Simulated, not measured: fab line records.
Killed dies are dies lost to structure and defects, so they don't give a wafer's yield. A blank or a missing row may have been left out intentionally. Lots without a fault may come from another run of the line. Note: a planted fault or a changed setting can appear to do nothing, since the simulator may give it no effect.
A lot that was struck, set against a sound lot ; flow sky130 ; 45 steps out of a route of 708
Sound: the wafers L507.1, L507.2, L507.3. Struck: wafers L519.2, L519.4, L519.6. At the end, the cause is stated.
Order at every step that has rows: each side's tool, ch and its chambers, its first start. Under that, the readings that differ: sound wafers ; struck wafers ; difference of the means ; sigmas: that difference in standard deviations of wafers without a fault.
alike: a reading whose means differ by less than 2 such deviations, as well as words and numbers matching on both sides. not compared: withheld readings; readings where some wafer has no value; bounds like >300 that might hide an equal value; numbers whose values overlap and for which the record gives no deviation.
A row with sigmas, a row that says differs or no value, or rows on one side alone: a step with any of these is where the two part. Numbers that have no deviation but don't overlap get no sigmas and don't part them. A reading missing from all wafers of one side parts the sides only when that side holds two or more wafers.

SKY_POLY_GATE_THK_MEAS_01:
  sound: film_metro-02 at day 15 13:22; struck: film_metro-01 at day 18 22:07
  alike: POLY_GATE_CVD_00_THK
then, 8 steps without rows for these wafers: SKY_RES_PROTECT_DEHYDRATE_00 (time 60 s); SKY_RES_PROTECT_HMDS_01 (prime time 60 s); SKY_RES_PROTECT_COAT_02 (resist thk 1140 nm); SKY_RES_PROTECT_SOFTBAKE_03 (time 60 s); SKY_RES_PROTECT_EXPOSE_04 (exposes mask RPM, target cd 1270 nm); SKY_RES_PROTECT_PEB_05; SKY_RES_PROTECT_DEVELOP_06 (develop time 60 s); SKY_POLY_GATE_IMPLANT_02.
SKY_RES_PROTECT_STRIP_07: strips in O2/N2.
  sound on plasma_asher-02 ch 0,1, day 16 17:51; struck on plasma_asher-02 ch 0,1, day 20 04:38
  alike: drypump_motor_current_A, oes_product_au, strip_time_to_endpoint_s
  not compared: rf_hours_counter_h
SKY_RES_PROTECT_TW_MEAS_08:
  sound: film_metro-01 at day 16 17:57; struck: film_metro-02 at day 20 04:44
  alike: POLY_GATE_TW
then, 1 step without rows for these wafers: SKY_RES_PROTECT_CLEAN_09 (cleans in SC1/SC2, time 150 s).
SKY_POLY_GATE_CVD_03: deposits Si3N4 from DCS/NH3, target thk 75 nm, time 1290 s.
  sound on lpcvd-02 ch 1, day 16 18:44; struck on lpcvd-02 ch 0, day 20 04:50
reading;sound;struck;difference;sigmas
model.Si3N4_of_POLY_GATE_CVD_03.thk_nm (nm);73.86 74.83 74.13;51.16 51.37 51.31;-22.99;
SKY_POLY_GATE_THK_MEAS_04:
  sound: film_metro-02 at day 16 20:05; struck: film_metro-02 at day 20 06:13
reading;sound;struck;difference;sigmas
POLY_GATE_CVD_03_THK (nm);73.8 74.9 74.2;51.2 51.4 51.3;-23.0;-29
then, 8 steps without rows for these wafers: SKY_POLY_GATE_DEHYDRATE_05 (time 60 s); SKY_POLY_GATE_HMDS_06 (prime time 60 s); SKY_POLY_GATE_COAT_07 (resist thk 110 nm); SKY_POLY_GATE_COAT_08 (resist thk 450 nm); SKY_POLY_GATE_SOFTBAKE_09 (time 90 s); SKY_POLY_GATE_EXPOSE_10 (exposes mask P1M, target cd 150 nm); SKY_POLY_GATE_PEB_11; SKY_POLY_GATE_DEVELOP_12 (develop time 60 s).
SKY_POLY_GATE_CD_MEAS_13 targets a cd of 150 nm.
  sound: cd_sem-02 at day 18 02:20; struck: cd_sem-02 at day 21 13:11
  alike: cd_nm
SKY_POLY_GATE_OVL_MEAS_14:
  sound: overlay-02 at day 18 02:27; struck: overlay-02 at day 21 13:17
  alike: POLY_GATE_OVL
SKY_POLY_GATE_ETCH_15: etches BARC in N2/H2, stops on SiO2, time 118.5 s, target depth 110 nm.
  sound on rie_diel-03 ch 0,2,3, day 18 02:29; struck on rie_diel-01 ch 0,1,2, day 21 13:19
  alike: drypump_motor_current_A, h2_flow_sccm, oes_product_au, throttle_valve_pct
  not compared: rf_hours_counter_h
SKY_POLY_GATE_ETCH_16: etches Si3N4 in CH3F/O2, stops on poly-Si, time 147.5 s, target depth 75 nm.
  sound on rie_diel-03 ch 0,2,3, day 18 02:34; struck on rie_diel-01 ch 0,1,2, day 21 13:24
reading;sound;struck;difference;sigmas
oes_product_au (a.u.);0.637 0.645 0.635;0.555 0.564 0.549;-0.083;-16
model.etch.depth_nm (nm);73.86 74.83 74.13;51.16 51.37 51.31;-22.99;
  alike: drypump_motor_current_A, throttle_valve_pct
  not compared: rf_hours_counter_h
SKY_POLY_GATE_ETCH_17: etches poly-Si in HBr/Cl2, stops on SiO2, target depth 180 nm, time 70.5 s.
  sound on rie_si-02 ch 0,1,2, day 18 02:40; struck on rie_si-02 ch 1,2, day 21 13:30
  alike: drypump_motor_current_A, oes_product_au, throttle_valve_pct
  not compared: rf_hours_counter_h
SKY_POLY_GATE_STRIP_18: strips in O2/N2.
  sound on plasma_asher-02 ch 0,1, day 18 02:43; struck on plasma_asher-02 ch 0,1, day 21 13:34
  alike: drypump_motor_current_A, oes_product_au, strip_time_to_endpoint_s
  not compared: rf_hours_counter_h
then, 2 steps without rows for these wafers: SKY_POLY_GATE_CLEAN_19 (cleans in SC1/SC2, time 150 s); SKY_POLY_GATE_OXIDATION_20 (stabilise 600 s, purge 300 s, target thk 4 nm).
SKY_POLY_GATE_THK_MEAS_21:
  sound: film_metro-01 at day 18 05:04; struck: film_metro-02 at day 21 14:58
  alike: POLY_GATE_OXIDATION_THK
SKY_POLY_GATE_CD_MEAS_22:
  sound: cd_sem-01 at day 18 05:08; struck: cd_sem-02 at day 21 15:02
  alike: cd_nm
then, 7 steps without rows for these wafers: SKY_LDD_N_DEHYDRATE_00 (time 60 s); SKY_LDD_N_HMDS_01 (prime time 60 s); SKY_LDD_N_COAT_02 (resist thk 300 nm); SKY_LDD_N_SOFTBAKE_03 (time 60 s); SKY_LDD_N_EXPOSE_04 (exposes mask NTM, target cd 840 nm); SKY_LDD_N_PEB_05; SKY_LDD_N_DEVELOP_06 (develop time 60 s).
SKY_LDD_N_OVL_MEAS_07:
  sound: overlay-01 at day 19 11:26; struck: overlay-01 at day 22 21:52
  alike: LDD_N_OVL
then, 2 steps without rows for these wafers: SKY_LDD_N_IMPLANT_08; SKY_LDD_N_IMPLANT_09.
-- record jumps: 5 days separate the struck wafers' starts on either side; left off in module LDD_N, taken up again in module LDD_LDN, whose first shown step is the route's number 303 --
SKY_LDD_LDN_CLEAN_14: cleans in SC1/SC2, time 150 s.
  sound on wet_bench-01 ch 3, day 24 16:22; struck on wet_bench-01 ch 2, day 27 20:58
reading;sound;struck;difference;sigmas
model.Si3N4_of_POLY_GATE_CVD_03.thk_nm (nm);73.72 74.7 74;51.02 51.23 51.17;-23.00;
SKY_POLY_CUT_ETCH_11: etches Si3N4 in CF4/CH2F2/Ar, stops on poly-Si, time 42.5 s, target depth 60 nm.
  sound on rie_diel-01 ch 0,1,3, day 25 23:43; struck on rie_diel-03 ch 0,2, day 29 07:08
reading;sound;struck;difference;sigmas
oes_product_au (a.u.);0.815 0.830 0.821;0.676 0.682 0.679;-0.143;-20
model.etch.depth_nm (nm);60.75 61.88 60.66;42.21 42.13 42.33;-18.87;
model.POLY_CUT.feature_depth_nm (nm);60.75 61.88 60.66;42.21 42.13 42.33;-18.87;
  alike: cf4_flow_sccm, drypump_motor_current_A, throttle_valve_pct
  not compared: rf_hours_counter_h
-- record jumps: 20 days separate the struck wafers' starts on either side; left off in module POLY_CUT, taken up again in module PAD_OPEN, whose first shown step is the route's number 708 --
SKY_PAD_OPEN_PROBE_99:
  sound: prober-01 at day 47 05:07; struck: prober-02 at day 49 10:55
reading;sound;struck;difference;sigmas
model.etest.cap_li_to_poly.c_af_um2;97.54 99.84 98.68;96.88 95.67 97.42;-2.03;
  alike: killed_at_M0_to_M3, killed_at_M4_up, killed_at_contacts, killed_at_front_end, killed_at_other, killed_dies, killed_open, killed_short

WHERE THEY PART
Earliest at SKY_POLY_GATE_THK_MEAS_04; latest, in this record, at SKY_POLY_CUT_ETCH_11. Later steps at which nothing parts them and some readings are alike: SKY_PAD_OPEN_PROBE_99.

WHY: what the simulator had put in
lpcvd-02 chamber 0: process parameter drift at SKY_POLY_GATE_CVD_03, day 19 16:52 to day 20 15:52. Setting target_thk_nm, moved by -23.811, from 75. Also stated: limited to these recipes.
